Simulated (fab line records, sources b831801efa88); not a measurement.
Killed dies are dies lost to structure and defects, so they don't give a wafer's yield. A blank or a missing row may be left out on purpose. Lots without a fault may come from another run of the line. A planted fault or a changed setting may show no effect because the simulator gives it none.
Which tool did it? | flow gf180mcu | 14 lots, 42 wafers sampled, at 6 steps of a route of 602

WHAT THE GAUGES READ, wafer by wafer
GF_STI_CD_MEAS_12: target cd 220 nm. Usual: cd_nm 219.7 nm, standard deviation 1.2.
lot  | measured    | on        | cd_nm (nm)        | flag
L945 | day 2 04:00 | cd_sem-01 | 218.4 219.3 218.7 |
L946 | day 2 06:33 | cd_sem-02 | 218.9 217.3 219.0 |
L948 | day 2 17:57 | cd_sem-01 | 219.4 220.2 220.3 |
L949 | day 2 21:42 | cd_sem-02 | 220.7 220.0 220.6 |
L950 | day 3 03:07 | cd_sem-01 | 219.3 218.0 218.8 |
L951 | day 3 08:42 | cd_sem-01 | 219.0 219.0 218.3 |
L954 | day 3 23:33 | cd_sem-01 | 219.0 219.0 219.9 |
L955 | day 4 04:49 | cd_sem-02 | 220.0 220.4 221.2 |
L957 | day 4 15:02 | cd_sem-01 | 219.2 219.8 221.0 |
L962 | day 5 17:54 | cd_sem-02 | 218.2 218.5 219.6 |
L963 | day 5 22:25 | cd_sem-02 | 221.4 221.2 219.2 |
L966 | day 6 13:09 | cd_sem-01 | 218.3 219.0 219.4 |
L967 | day 6 18:10 | cd_sem-01 | 222.3 222.0 221.9 |
L968 | day 7 00:32 | cd_sem-01 | 217.8 218.1 218.4 |

GF_VT_IMPLANT_TW_MEAS_21. Usual: VT_IMPLANT_2_TW 1199, standard deviation 12.
lot  | measured     | on            | VT_IMPLANT_2_TW | flag
L945 | day 6 08:11  | film_metro-01 | 1214 1215 1218  |
L946 | day 6 11:06  | film_metro-02 | 1190 1193 1195  |
L948 | day 7 01:48  | film_metro-03 | 1179 1179 1185  |
L949 | day 7 05:38  | film_metro-01 | 1206 1203 1211  |
L950 | day 7 10:40  | film_metro-03 | 1191 1180 1193  |
L951 | day 7 17:56  | film_metro-02 | 1190 1194 1193  |
L954 | day 8 12:47  | film_metro-01 | 1218 1217 1210  |
L955 | day 8 19:59  | film_metro-01 | 1214 1212 1206  |
L957 | day 9 08:38  | film_metro-03 | 1180 1180 1187  |
L962 | day 10 16:49 | film_metro-01 | 30 30 30        | OFF
L963 | day 10 20:52 | film_metro-02 | 30 30 30        | OFF
L966 | day 11 13:46 | film_metro-03 | 1183 1187 1182  |
L967 | day 11 21:33 | film_metro-02 | 1196 1198 1201  |
L968 | day 12 09:30 | film_metro-01 | 1209 1206 1208  |

GF_POLY_GATE_CD_MEAS_18. Usual: cd_nm 280.1 nm, standard deviation 2.2.
lot  | measured     | on        | cd_nm (nm)        | flag
L945 | day 9 09:14  | cd_sem-02 | 278.2 281.3 282.8 |
L946 | day 9 13:57  | cd_sem-01 | 280.6 279.5 282.3 |
L948 | day 10 07:38 | cd_sem-01 | 279.2 282.4 280.2 |
L949 | day 10 15:55 | cd_sem-02 | 279.3 282.1 282.6 |
L950 | day 10 15:54 | cd_sem-01 | 278.4 280.9 280.4 |
L951 | day 10 23:59 | cd_sem-02 | 284.2 280.1 284.0 |
L954 | day 11 22:39 | cd_sem-01 | 282.5 281.3 283.4 |
L955 | day 12 07:13 | cd_sem-01 | 279.2 278.3 278.4 |
L957 | day 12 18:49 | cd_sem-02 | 282.3 277.9 281.7 |
L966 | day 15 12:43 | cd_sem-02 | 279.3 278.7 279.5 |
L967 | day 15 18:16 | cd_sem-01 | 280.0 282.2 279.9 |
L968 | day 16 06:06 | cd_sem-02 | 276.9 280.5 280.2 |

GF_HV_LDD_THK_MEAS_55. Usual: HV_LDD_CVD_54_THK 10.06 nm, standard deviation 0.12.
lot  | measured     | on            | HV_LDD_CVD_54_THK (nm) | flag
L945 | day 12 13:40 | film_metro-01 | 9.98 10.04 10.13       |
L946 | day 12 17:17 | film_metro-01 | 10.21 10.13 10.17      |
L948 | day 13 13:59 | film_metro-02 | 10.12 10.15 10.17      |
L949 | day 14 02:38 | film_metro-01 | 10.04 10.03 10.20      |
L950 | day 14 01:06 | film_metro-04 | 10.27 10.23 10.24      |
L951 | day 14 10:48 | film_metro-04 | 10.11 10.18 10.40      |
L954 | day 15 11:41 | film_metro-01 | 10.11 10.20 10.08      |
L955 | day 15 19:11 | film_metro-02 | 9.95 10.04 9.87        |
L957 | day 16 10:50 | film_metro-02 | 9.97 9.94 9.94         |
L966 | day 19 11:24 | film_metro-04 | 10.00 9.98 10.03       |
L967 | day 19 17:02 | film_metro-04 | 9.88 9.89 9.84         |
L968 | day 20 06:17 | film_metro-04 | 10.10 10.16 10.17      |

WHICH TOOL RAN EACH LOT (tool, then ch and the chambers of the sampled wafers, then the start)
lot  | GF_VT_IMPLANT_STRIP_09               | GF_VT_IMPLANT_STRIP_20
L945 | plasma_asher-01 ch 0, day 5 17:43    | plasma_asher-03 ch 0,1, day 6 08:05
L946 | plasma_asher-01 ch 0,1, day 5 20:51  | plasma_asher-03 ch 0,1, day 6 11:00
L948 | plasma_asher-04 ch 0,1, day 6 10:38  | plasma_asher-03 ch 0,1, day 7 01:42
L949 | plasma_asher-01 ch 0,1, day 6 13:32  | plasma_asher-01 ch 0,1, day 7 05:31
L950 | plasma_asher-04 ch 0,1, day 6 19:47  | plasma_asher-03 ch 0,1, day 7 10:34
L951 | plasma_asher-04 ch 0,1, day 7 03:03  | plasma_asher-04 ch 0,1, day 7 17:50
L954 | plasma_asher-03 ch 0,1, day 7 20:22  | plasma_asher-04 ch 0,1, day 8 12:41
L955 | plasma_asher-04 ch 0,1, day 8 03:43  | plasma_asher-01 ch 0,1, day 8 19:53
L957 | plasma_asher-01 ch 0,1, day 8 16:04  | plasma_asher-04 ch 0,1, day 9 08:32
L962 | plasma_asher-01 ch 0,1, day 9 23:53  | plasma_asher-01 ch 0,1, day 10 16:43
L963 | plasma_asher-04 ch 1, day 10 03:35   | plasma_asher-01 ch 0,1, day 10 20:46
L966 | plasma_asher-03 ch 0,1, day 10 19:28 | plasma_asher-04 ch 0,1, day 11 13:39
L967 | plasma_asher-04 ch 0,1, day 11 02:35 | plasma_asher-01 ch 0,1, day 11 21:28
L968 | plasma_asher-03 ch 0,1, day 11 13:21 | plasma_asher-04 ch 0,1, day 12 09:24
- GF_VT_IMPLANT_STRIP_09: strips in O2/N2.
- GF_VT_IMPLANT_STRIP_20: strips in O2/N2.

WHAT THE TOOLS THEMSELVES READ (means of the sampled wafers that have a number; where no wafer has one, the mark that the record gives instead)
GF_VT_IMPLANT_STRIP_09. Usual: chamber_pressure_mTorr 1500.1 mTorr, standard deviation 1.3; drypump_motor_current_A 5.6 A, standard deviation 0.34; heater_power_w 311 W, standard deviation 38; o2_flow_sccm 3001 sccm, standard deviation 9.1; oes_product_au 0.716 a.u., standard deviation 0.0048; strip_time_to_endpoint_s 12.63 s, standard deviation 0.037.
lot  | tool            | chamber_pressure_mTorr (mTorr) | drypump_motor_current_A (A) | heater_power_w (W) | o2_flow_sccm (sccm) | oes_product_au (a.u.) | strip_time_to_endpoint_s (s) | flag
L945 | plasma_asher-01 | 1500.9                         | 5.8                         | 392                | 3003                | 0.718                 | 12.65                        |
L946 | plasma_asher-01 | 1500.3                         | 6.0                         | 324                | 2999                | 0.716                 | 12.68                        |
L948 | plasma_asher-04 | 1500.4                         | 5.4                         | 288                | 2995                | 0.718                 | 12.58                        |
L949 | plasma_asher-01 | 1500.1                         | 5.9                         | 349                | 3009                | 0.717                 | 12.57                        |
L950 | plasma_asher-04 | 1500.3                         | 5.4                         | 289                | 3007                | 0.719                 | 12.59                        |
L951 | plasma_asher-04 | 1500.3                         | 5.3                         | 298                | 3001                | 0.714                 | 12.57                        |
L954 | plasma_asher-03 | 1499.4                         | 5.6                         | 293                | 3002                | 0.712                 | 12.63                        |
L955 | plasma_asher-04 | 1500.5                         | 5.4                         | 299                | 3004                | 0.717                 | 12.64                        |
L957 | plasma_asher-01 | 1500.8                         | 5.9                         | 355                | 3008                | 0.712                 | 12.66                        |
L962 | plasma_asher-01 | -                              | -                           | -                  | -                   | -                     | -                            | OFF
L963 | plasma_asher-04 | -                              | -                           | -                  | -                   | -                     | -                            | OFF
L966 | plasma_asher-03 | 1501.4                         | 5.4                         | 298                | 2999                | 0.718                 | 12.63                        |
L967 | plasma_asher-04 | 1499.8                         | 5.4                         | 290                | 2997                | 0.715                 | 12.59                        |
L968 | plasma_asher-03 | 1501.2                         | 5.4                         | 297                | 3012                | 0.716                 | 12.62                        |

GF_VT_IMPLANT_STRIP_20. Usual: chamber_pressure_mTorr 1499.9 mTorr, standard deviation 1.3; drypump_motor_current_A 5.7 A, standard deviation 0.35; heater_power_w 313 W, standard deviation 38; o2_flow_sccm 3001 sccm, standard deviation 8.8; oes_product_au 0.716 a.u., standard deviation 0.0047; strip_time_to_endpoint_s 12.62 s, standard deviation 0.036.
lot  | tool            | chamber_pressure_mTorr (mTorr) | drypump_motor_current_A (A) | heater_power_w (W) | o2_flow_sccm (sccm) | oes_product_au (a.u.) | strip_time_to_endpoint_s (s) | flag
L945 | plasma_asher-03 | 1499.5                         | 5.4                         | 297                | 3006                | 0.718                 | 12.65                        |
L946 | plasma_asher-03 | 1500.4                         | 5.6                         | 291                | 2993                | 0.719                 | 12.65                        |
L948 | plasma_asher-03 | 1500.5                         | 5.6                         | 293                | 3000                | 0.711                 | 12.59                        |
L949 | plasma_asher-01 | 1500.2                         | 6.0                         | 324                | 3004                | 0.717                 | 12.60                        |
L950 | plasma_asher-03 | 1499.5                         | 5.7                         | 294                | 2992                | 0.720                 | 12.60                        |
L951 | plasma_asher-04 | 1501.3                         | 5.4                         | 301                | 3001                | 0.714                 | 12.64                        |
L954 | plasma_asher-04 | 1498.4                         | 5.4                         | 294                | 2990                | 0.715                 | 12.65                        |
L955 | plasma_asher-01 | 1498.9                         | 6.0                         | 319                | 2998                | 0.718                 | 12.59                        |
L957 | plasma_asher-04 | 1501.1                         | 5.4                         | 307                | 2998                | 0.716                 | 12.63                        |
L962 | plasma_asher-01 | 1499.0                         | 6.0                         | 322                | 3004                | 0.721                 | 27.57                        | OFF
L963 | plasma_asher-01 | 1498.7                         | 6.0                         | 321                | 3008                | 0.721                 | 27.57                        | OFF
L966 | plasma_asher-04 | 1500.4                         | 5.4                         | 291                | 3003                | 0.713                 | 12.60                        |
L967 | plasma_asher-01 | 1499.4                         | 6.0                         | 321                | 2997                | 0.716                 | 12.60                        |
L968 | plasma_asher-04 | 1499.5                         | 5.4                         | 300                | 3001                | 0.706                 | 12.61                        |

THE ANSWER, worked out from the rows above alone
Rule: a lot is off if the mean of its wafers that have a number lies more than 3 standard deviations from the usual mean. A lot without any number at a reading at which 4 lots or more have one is off too. The other lots that the step has rows for count as sound. The gauges are gone through in route order, then the tools' own readings, and for those a lot's mean is taken as printed above. The first step at which some lot is off is used, and at that step the reading that is off furthest; a lot without a number counts as furthest.
Off: L962, L963, at GF_VT_IMPLANT_TW_MEAS_21 (VT_IMPLANT_2_TW).
A tool fits if, at a process step before that reading, it ran every lot that is off, and no sound lot after the first of them. The gauges at GF_VT_IMPLANT_TW_MEAS_21 aren't tried: what is off there is off at GF_VT_IMPLANT_STRIP_09 too, on other tools, and a gauge's error can't cause that. None of those tried fits.

WHAT THE SIMULATOR HAD PUT IN
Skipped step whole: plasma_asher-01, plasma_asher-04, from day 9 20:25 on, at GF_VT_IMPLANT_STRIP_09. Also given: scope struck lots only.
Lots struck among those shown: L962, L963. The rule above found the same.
